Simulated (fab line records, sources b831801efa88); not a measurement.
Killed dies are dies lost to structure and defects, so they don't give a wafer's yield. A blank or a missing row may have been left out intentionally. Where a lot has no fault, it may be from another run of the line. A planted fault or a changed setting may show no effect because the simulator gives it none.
A struck lot beside a sound one    flow sky130    14 out of 708 route steps
Sound: the wafers L435.3, L435.4, L435.5. The struck wafers were L447.1, L447.3, L447.6. The cause is named last.
Order at every step that has rows: each side's tool, ch and its chambers, its first start. Under that, the readings that differ: sound wafers    struck wafers    difference of the means    sigmas: that difference in standard deviations of wafers without a fault.
alike: same words and numbers on both sides, and readings whose means sit less than 2 such deviations apart. not compared: any withheld reading, any reading some wafer has no value for, any bound like >300 that may hide the same value, and any number with overlapping values for which the record gives no deviation.
The two part at a step that has a row with sigmas, a row that says differs or no value, or rows on one side only. Numbers that don't overlap but have no deviation are shown without sigmas and don't part them. A reading missing from all wafers of one side parts the sides only when that side holds two or more wafers.

first, 4 steps without rows for these wafers: SKY_LDD_N_IMPLANT_12; SKY_LDD_N_IMPLANT_13; SKY_LDD_N_IMPLANT_14; SKY_LDD_N_IMPLANT_15.
SKY_LDD_N_STRIP_16: strips in O2/N2.
  sound on plasma asher-04 ch 0,1, day 19 14:28; struck on plasma asher-04 ch 1, day 23 15:13
  alike: drypump motor current A, oes product au, strip time to endpoint s
  not compared: rf hours counter h
SKY_LDD_N_TW_MEAS_17:
  struck on film metro-02, day 23 15:19; sound on film metro-04, day 19 14:34
  alike: LDD_N_TW
then, 6 steps without rows for these wafers: SKY_LDD_P_DEHYDRATE_00 (time 60 s); SKY_LDD_P_HMDS_01 (prime time 60 s); SKY_LDD_P_COAT_02 (resist thk 1140 nm); SKY_LDD_P_SOFTBAKE_03 (time 60 s); SKY_LDD_P_EXPOSE_04 (exposes mask PSDM, target cd 380 nm); SKY_LDD_P_PEB_05.
SKY_LDD_P_DEVELOP_06: develop time 60 s.
  sound on litho track-02 ch 0, day 20 21:09; struck on litho track-04, day 24 19:35
  no value came back on the struck wafers for chill plate temp C (C), develop time s (s); on the sound wafers chill plate temp C (C) reads 22.95 23.05 22.96
SKY_LDD_P_CD_MEAS_07: the cd target is 380 nm.
  struck on cd sem-01, day 24 19:44; sound on cd sem-02, day 20 21:17
reading     sound              struck  difference                     sigmas
cd nm (nm)  379.0 381.4 384.9  - - -   no value on the struck wafers  

== WHERE THEY PART ==
Last at SKY_LDD_P_CD_MEAS_07 as far as this record goes, first at SKY_LDD_P_DEVELOP_06.

WHY: what had been put in by the simulator
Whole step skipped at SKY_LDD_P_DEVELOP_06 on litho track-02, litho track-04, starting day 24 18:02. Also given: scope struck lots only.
